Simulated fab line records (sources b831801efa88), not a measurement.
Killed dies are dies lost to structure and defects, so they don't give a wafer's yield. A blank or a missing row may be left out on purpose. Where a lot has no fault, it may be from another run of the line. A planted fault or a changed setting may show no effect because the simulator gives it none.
One fault seen from 2 desks	flow gf180mcu	each desk holds nothing but its own numbers, with what lay behind them at the end

## THE METROLOGY DESK
What the gauges read, lot by lot, whatever tool the lot ran on: means of the sampled wafers that have a number. Any lot whose mean is over 4 standard deviations away from the usual mean is out of limits and marked OUT; that distance is given in the brackets.
Columns: A = V5_CVD_02_THK at GF_V5_THK_MEAS_03, usual 1442 nm
lot	first seen here	A
L740	day 26 09:07	1421
L741	day 26 15:28	1424
L742	day 27 02:47	1467
L743	day 27 08:59	1402
L744	day 27 16:41	1467
L748	day 29 00:17	1455
L749	day 29 04:45	1422
L750	day 29 14:03	1441
L754	day 30 17:08	1435
L755	day 30 23:50	1452
L761	day 32 14:05	1456
L762	day 32 17:55	1431
L763	day 32 20:56	1469
This desk's finding: nothing out of limits on any of the 13 lots.

## FOR THE TOOL OWNER'S DESK: pvd-sputter-04
The tool's own readings at GF_M1_SPUTTER_00 (material Ti, target thk 37.5 nm, time 150 s): means of the sampled wafers that have a number, for each lot that ran on this tool. Any lot whose mean is over 4 standard deviations away from the usual mean is out of limits and marked OUT; that distance is given in the brackets.
Columns: A = throttle-valve-pct at GF_M1_SPUTTER_00, usual 29.3 %
lot	first seen here	A
L740	day 16 06:24	28.9
L744	day 17 16:18	29.0
L749	day 19 14:14	28.4
L750	day 19 22:10	29.1
L761	day 23 20:27	29.6
L763	day 24 08:26	30.0
This desk's finding: nothing out of limits on any of the 6 lots.

## TAKEN TOGETHER
From the metrology desk's view, nothing was out of limits.
The tool owner's desk saw nothing out of limits.

## WHAT THE SIMULATOR HAD PUT IN
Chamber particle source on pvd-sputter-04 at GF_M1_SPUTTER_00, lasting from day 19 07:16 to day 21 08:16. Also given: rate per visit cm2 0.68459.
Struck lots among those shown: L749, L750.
